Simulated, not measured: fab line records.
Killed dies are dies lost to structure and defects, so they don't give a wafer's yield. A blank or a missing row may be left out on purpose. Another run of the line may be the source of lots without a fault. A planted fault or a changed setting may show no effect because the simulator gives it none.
Code-filled problem report in 8D (eight disciplines) form ; flow gf180mcu ; the parts of the form that need people (team, actions taken, sign-off) are left out

== 1. THE ISSUE ==
Across 9 wafers from 3 lots, M2_ALCU_THK at GF_M2_THK_MEAS_06 averages 495 nm, while fault-free wafers read 448 nm with a standard deviation of 4.3. That puts it +11 standard deviations away from the usual mean.
The step: measures by xrf.
Seen first at day 19 00:59 on filmMetro-01, wafer L865.2. At this step, 45 wafers from 15 lots have a number in the record. The rule behind "out" and "out of limits": a value lying over 4 standard deviations away from the usual mean. Any other wafer with a number is counted as sound.

== 2. WHAT IT IS AND WHAT IT IS NOT ==
question;is;is not
which readings at this step;M2_ALCU_THK;-
which lots;L865, L866, L867;L863, L869, L871, L875, L876, L877, L879, L880, L881, L882, L884, L886
which wafers of those lots;all that have a number;-
read on which gauges;filmMetro-01, filmMetro-02, filmMetro-03;-
when;from day 19 00:59;"up to then (3 sound wafers); but 33 sound wafers of L869, L871, L875, L876, L877, L879, L880, L881, L882, L884, L886 came after"

== 3. WHAT RULES OUT EACH SUSPECT ==
Counting: a tool at any process step up to the reading remains a suspect when it ran all the lots that are out and ran no sound lot after the first of those.
- the gauge at GF_M2_THK_MEAS_06 is ruled out. The wafers that are out were read on 3 gauges (filmMetro-01, filmMetro-02, filmMetro-03).
- pvdSputter-04 at GF_M2_SPUTTER_01 (material TiN, target thk 30 nm, time 25 s): ruled out as a lasting fault. The sound lots L869, L875, L879, L881, L886 went through it after L865, its earliest lot that is out (day 19 00:44).
- pvdSputter-04 at GF_M2_SPUTTER_04 (material TiN, target thk 50 nm, time 41.7 s): ruled out as a lasting fault. The sound lots L869, L875, L879, L881, L886 went through it after L865, its earliest lot that is out (day 19 00:49).
Left after counting: nothing in the record.

== 4. THE CAUSE (what the simulator had put in) ==
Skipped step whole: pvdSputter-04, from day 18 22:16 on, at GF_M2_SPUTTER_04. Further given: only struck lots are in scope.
Counting ruled it out, wrongly: the rule takes a fault to strike every lot that its tool runs from its start on, and this one did not.

== 5. SEQUENCE OF EFFECTS, ordered by route ==
Each row: a reading whose mean over the struck wafers that have a number lies more than 3 standard deviations from the usual. Readings are gone through only where the record gives a usual standard deviation; hours: the median, over the lots, of the time from a lot's start at the first step in this table giving one to that lot's start at this step; sigmas: the change measured in usual standard deviations.
hours;step;reading;usual;on struck wafers;change;sigmas
0;GF_M2_THK_MEAS_06;M2_ALCU_THK;448 nm;495;+47;+11
24;GF_M2_METAL_ETCH_16;oesProductAu;0.971 a.u.;0.991;+0.020;+3.4
Here are the process steps it includes:
- GF_M2_METAL_ETCH_16: etches the open film in Cl2/BCl3, stops on SiO2, target depth 627.5 nm, time 104.6 s.
Readings that are blank on the struck wafers while sound wafers have them: cathodeDcPowerW at GF_M2_SPUTTER_04; chamberPressurePa at GF_M2_SPUTTER_04; throttleValvePct at GF_M2_SPUTTER_04.

== 6. HOW IT WOULD HAVE BEEN CAUGHT EARLIER ==
In this record the first reading out of limits at a measuring or inspecting step was taken at day 19 00:59, 3 hours after the fault began at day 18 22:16.
At GF_M2_SPUTTER_04 the tool's readings are blank on the struck wafers, where sound wafers have them: an empty tool record is the first sign, and it was there at once.
